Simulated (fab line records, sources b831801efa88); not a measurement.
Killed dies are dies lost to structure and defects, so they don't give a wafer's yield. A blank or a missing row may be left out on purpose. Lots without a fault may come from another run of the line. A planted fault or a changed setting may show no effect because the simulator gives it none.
fab line records | flow gf180mcu
record lots=6 wafers=18 last_day=34
route steps=602 shown V2@382
lots that met no fault: from a run of the same line without faults
start_h: hours from the record's first day to the start of the lot's first wafer shown | wait_h: hours since the lot's step before | " the same as in the row above | L1.1+2: a row that stands for several wafers | - no value, or no start given | * or withheld: withheld | < > ~ a bound
route shown NAME@n: a module of which the file shows steps, and the number in the route of the first | usual: mean/standard deviation of fault-free wafers | same: alike in all rows | chamber/n: place in a boat | sites: the reading at each site | _std_site: their standard deviation | _edge_site: outer sites' mean less inner sites' | radius_mm: how far each site lies from the wafer's centre | mask NAME#n: copy n | behind: the tool/chamber that last shaped the wafer | hold: why the lot was held/for how many hours/how that ended | device: the transistor (n, p or np) that didn't switch | end of line: the same wafers' tests at the end of the route | a step without rows: its recipe alone | killed: dies lost to structure and defects at the first sort, not the wafer's yield | map: a wafer's dies, x killed, . not, _ none there
set.NAME: the setting as run; set.NAME@STEP: as run at that earlier step | model.NAME: the simulator's own value behind a step, which no gauge read
lots at some steps of the route; a table a step, a row a wafer
services: from which hour (start_h, from the record's first day; less than 0 if before it) a tool's chamber was out of use, for how many hours, and why
## steps
# step GF_V2_CVD_00
# recipe material=SiO2 target_thk_nm=600 sigma_open_frac=0.3 temp_c=400 time_s=100 sih4_flow_sccm=60 pressure_mtorr=6
# step GF_V2_THK_MEAS_01
# recipe reads=SiO2_of_V2_CVD_00
# usual V2_CVD_00_THK=599/5.8
# columns lot.wafer tool chamber start_h wait_h V2_CVD_00_THK[nm]
L264.3 film_metro-02 - 466.39 0.1 592
L264.4 " - " " 592
L264.5 " - " " 584
L271.1 film_metro-04 - 533.72 0.0 596
L271.3 " - " " 587
L271.4 " - " " 593
L272.3 film_metro-04 - 540.69 0.1 609
L272.4 " - " " 605
L272.6 " - " " 604
L275.3 film_metro-02 - 562.97 0.1 596
L275.4 " - " " 598
L275.5 " - " " 598
L281.4 film_metro-02 - 607.73 0.0 609
L281.5 " - " " 608
L281.6 " - " " 610
L284.1 film_metro-02 - 637.01 0.0 595
L284.2 " - " " 599
L284.4 " - " " 600
# step GF_V2_CVD_02
# recipe material=SiO2 target_thk_nm=850 precursor=TEOS temp_c=400 time_s=94.851 rf_w=600
# usual heater_power_w=643/110
# columns lot.wafer tool chamber start_h wait_h heater_power_w
L264.3 pecvd-01 2 466.47 0.1 697
L264.4 " 0 " " 634
L264.5 " 0 " " 654
L271.1 pecvd-04 0 533.78 0.1 615
L271.3 " 1 " " 617
L271.4 " 2 " " 896
L272.3 pecvd-01 2 540.73 0.0 607
L272.4 " 1 " " 530
L272.6 " 0 " " 608
L275.3 pecvd-04 2 563.01 0.0 937
L275.4 " 1 " " 541
L275.5 " 0 " " 588
L281.4 pecvd-04 1 607.80 0.1 649
L281.5 " 2 " " 763
L281.6 " 0 " " 635
L284.1 pecvd-02 2 637.07 0.1 588
L284.2 " 0 " " 728
L284.4 " 0 " " 745
# step GF_V2_THK_MEAS_03
# recipe reads=SiO2_of_V2_CVD_02
# usual V2_CVD_02_THK=854/12
# columns lot.wafer tool chamber start_h wait_h V2_CVD_02_THK[nm]
L264.3 film_metro-04 - 466.56 0.1 859
L264.4 " - " " 867
L264.5 " - " " 867
L271.1 film_metro-02 - 533.85 0.0 834
L271.3 " - " " 847
L271.4 " - " " 855
L272.3 film_metro-01 - 540.82 0.1 856
L272.4 " - " " 864
L272.6 " - " " 878
L275.3 film_metro-04 - 563.10 0.1 830
L275.4 " - " " 841
L275.5 " - " " 842
L281.4 film_metro-01 - 607.86 0.0 863
L281.5 " - " " 861
L281.6 " - " " 849
L284.1 film_metro-01 - 637.14 0.0 850
L284.2 " - " " 847
L284.4 " - " " 866
# step GF_V2_CMP_04
# recipe material=SiO2 down_force_psi=4 platen_rpm=60 pad_velocity_m_s=0.94248
# usual motor_current_A=12.3/1 time_to_endpoint_s=81/5.2
# columns lot.wafer tool chamber start_h wait_h motor_current_A time_to_endpoint_s
L264.3 cmp-02 0 466.70 0.1 11.1 80
L264.4 " 1 " " 12.5 87
L264.5 " 3 " " 11.8 86
L271.1 cmp-02 3 533.96 0.1 11.2 73
L271.4 " 0 " " 11.4 78
L271.3 " 1 " " 12.8 79
L272.3 cmp-01 2 540.92 0.1 11.8 81
L272.4 " 0 " " 11.3 86
L272.6 " 2 " " 11.2 88
L275.3 cmp-01 3 563.14 0.0 14.6 72
L275.4 " 1 " " 12.6 73
L275.5 " 3 " " 14.4 78
L281.4 cmp-01 1 607.94 0.1 13.3 85
L281.5 " 0 " " 11.4 88
L281.6 " 1 " " 12.7 79
L284.1 cmp-01 1 637.20 0.1 12.6 79
L284.4 " 3 " " 13.8 89
L284.2 " 0 " " 11.5 82
# step GF_V2_BOW_MEAS_05
# recipe mode=bow
# usual V2_BOW=99/7.5
# columns lot.wafer tool chamber start_h wait_h V2_BOW[um]
L264.3 film_metro-02 - 466.94 0.2 100
L264.4 " - " " 102
L264.5 " - " " 106
L271.1 film_metro-01 - 534.21 0.2 95
L271.3 " - " " 100
L271.4 " - " " 99
L272.3 film_metro-01 - 541.23 0.3 108
L272.4 " - " " 114
L272.6 " - " " 108
L275.3 film_metro-02 - 563.48 0.3 88
L275.4 " - " " 98
L275.5 " - " " 104
L281.4 film_metro-04 - 608.25 0.3 92
L281.5 " - " " 103
L281.6 " - " " 92
L284.1 film_metro-02 - 637.50 0.2 90
L284.2 " - " " 96
L284.4 " - " " 101
# step GF_V2_DEHYDRATE_06
# recipe temp_c=200 time_s=60
# step GF_V2_HMDS_07
# recipe prime_time_s=60 prime_temp_c=120
# step GF_V2_COAT_08
# recipe resist=BARC temp_c=withheld time_s=withheld spin_rpm=withheld resist_thk_nm=withheld
# step GF_V2_COAT_09
# recipe resist=KrF spin_rpm=withheld resist_thk_nm=1000
# step GF_V2_SOFTBAKE_10
# recipe temp_c=130 time_s=60 resist=KrF
# step GF_V2_EXPOSE_11
# recipe mask_id=Via2 target_cd_nm=260 na=0.68 source_shape=conventional sigma_outer=0.6 dose_mj=38
# step GF_V2_PEB_12
# recipe peb_temp_c=135.8 peb_time_s=90 resist=KrF
# usual chill_plate_temp_C=22.98/0.12 exhaust_pa=45.0/0.89
# columns lot.wafer tool chamber start_h wait_h chill_plate_temp_C exhaust_pa
L264.3 litho_track-04 0 490.84 - 23.18 45.3
L264.4 " 0 " " 22.99 46.2
L264.5 " 0 " " 23.06 45.9
L271.1 litho_track-04 - 556.62 - - -
L271.3 " - " " - -
L271.4 " - " " - -
L272.3 litho_track-04 - 563.63 - - -
L272.4 " - " " - -
L272.6 " - " " - -
L275.3 litho_track-01 0 584.60 - 22.95 44.9
L275.4 " 0 " " 23.06 45.0
L275.5 " 0 " " 22.95 43.9
L281.4 litho_track-03 0 628.42 - 23.01 44.7
L281.5 " 0 " " 23.10 44.3
L281.6 " 0 " " 23.05 44.2
L284.1 litho_track-03 0 657.22 - 23.16 44.5
L284.2 " 0 " " 23.09 43.9
L284.4 " 0 " " 23.01 44.2
# step GF_V2_DEVELOP_13
# recipe develop_time_s=60 resist=KrF dev_temp_c=21
## services
# columns tool chamber start_h hours kind
pecvd-01 1 451.17 28.9 repair
pecvd-01 - 460.07 1.6 repair
cmp-02 - 469.55 4.3 pm
litho_track-01 - 489.07 - consumable_replace:filter
pecvd-04 2 505.11 13.7 repair
pecvd-02 - 511.90 2.6 repair
cmp-01 - 516.79 1.0 repair
pecvd-02 2 526.67 10.6 repair
cmp-02 - 535.44 2.7 repair
pecvd-01 2 547.00 10.8 repair
cmp-02 - 572.15 4.0 pm
cmp-02 - 576.15 - consumable_replace:conditioner
cmp-02 - 576.15 - consumable_replace:pad
pecvd-01 - 578.14 1.7 repair
litho_track-01 - 589.46 - consumable_replace:filter
pecvd-02 - 591.12 14.0 pm
pecvd-02 0 591.12 14.0 vent_cycle
pecvd-02 1 591.12 14.0 vent_cycle
pecvd-02 2 591.12 14.0 vent_cycle
pecvd-02 0 605.12 - clean
pecvd-02 2 613.42 5.2 repair
cmp-02 - 618.27 7.1 pm
pecvd-01 - 625.16 2.0 repair
pecvd-04 0 625.49 6.0 repair
## key
first_sign step=GF_V2_PEB_12 reading=tool_record direction=missing
effect none on later readings
met_at GF_V2_PEB_12
struck_wafers L271.1,L271.3,L271.4,L272.3,L272.4,L272.6
later_rows_left_out L271.1,L271.3,L271.4,L272.3,L272.4,L272.6
sort_left_out L271.1,L271.3,L271.4,L272.3,L272.4,L272.6
onset_between 490.84 556.62
fault kind=skipped_step_whole tool=litho_track-04 chamber=- onset_h=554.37 steps=GF_V2_PEB_12 scope=struck_lots_only
# sort_left_out: the simulated sort isn't trusted on such a fault, so these wafers' sort isn't shown, and their yield isn't known
# later_rows_left_out: the simulator's readings of these wafers behind a module that went badly wrong aren't trusted and aren't shown, but for the sort
